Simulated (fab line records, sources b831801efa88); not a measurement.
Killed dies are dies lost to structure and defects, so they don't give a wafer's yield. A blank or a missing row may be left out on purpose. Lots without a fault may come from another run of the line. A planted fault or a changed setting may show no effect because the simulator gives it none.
Chamber matching | flow sky130 | SKY_POLY_GATE_ETCH_17 on rie_si-02: 4 sister chambers
The step etches poly-Si in HBr/Cl2, stops on SiO2, target depth 180 nm, time 70.5 s. 4 wafers are shown with their chamber, then 8 later ones without.

WAFERS WITH THEIR CHAMBER
wafer  | chamber | oes_product_au (a.u.)
L100.6 | 3       | 0.985
L106.3 | 0       | 0.987
L106.6 | 1       | 0.970
L107.2 | 2       | 0.969

WAFERS WITHOUT THEIR CHAMBER
wafer  | oes_product_au (a.u.)
L107.4 | 0.990
L107.6 | 0.984
L109.2 | 0.976
L109.3 | 0.986
L109.5 | 0.986
L122.2 | 0.999
L122.3 | 1.006
L122.5 | 0.995

WHICH CHAMBER EACH WENT THROUGH
wafer  | from the rows above               | in truth
L107.4 | can't be placed: 0 or 3 or 1      | 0
L107.6 | can't be placed: 3 or 0 or 1 or 2 | 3
L109.2 | can't be placed: 1 or 2 or 3 or 0 | 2
L109.3 | can't be placed: 0 or 3 or 1 or 2 | 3
L109.5 | can't be placed: 0 or 3 or 1 or 2 | 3
L122.2 | can't be placed: 0 or 3 or 1      | 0
L122.3 | can't be placed: 0 or 3 or 1      | 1
L122.5 | can't be placed: 0 or 3 or 1      | 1
Placed correctly: 0 of 8. Can't be placed from these rows: 8 (the true chamber is among the candidates in 8). Placed wrongly: 0.
How it was worked out, from the rows above alone: a wafer's distance from a chamber is the root of the sum, over the readings, of the square of ((its reading less the chamber's mean) divided by the reading's scatter). The wafer belongs to the nearest chamber; if the next one is less than 2 further off, it can't be placed. A chamber's mean is the mean of its shown wafers. The scatter: with one shown wafer a chamber, the root of the mean of the squares of how far each hidden wafer lies from its nearest shown one.
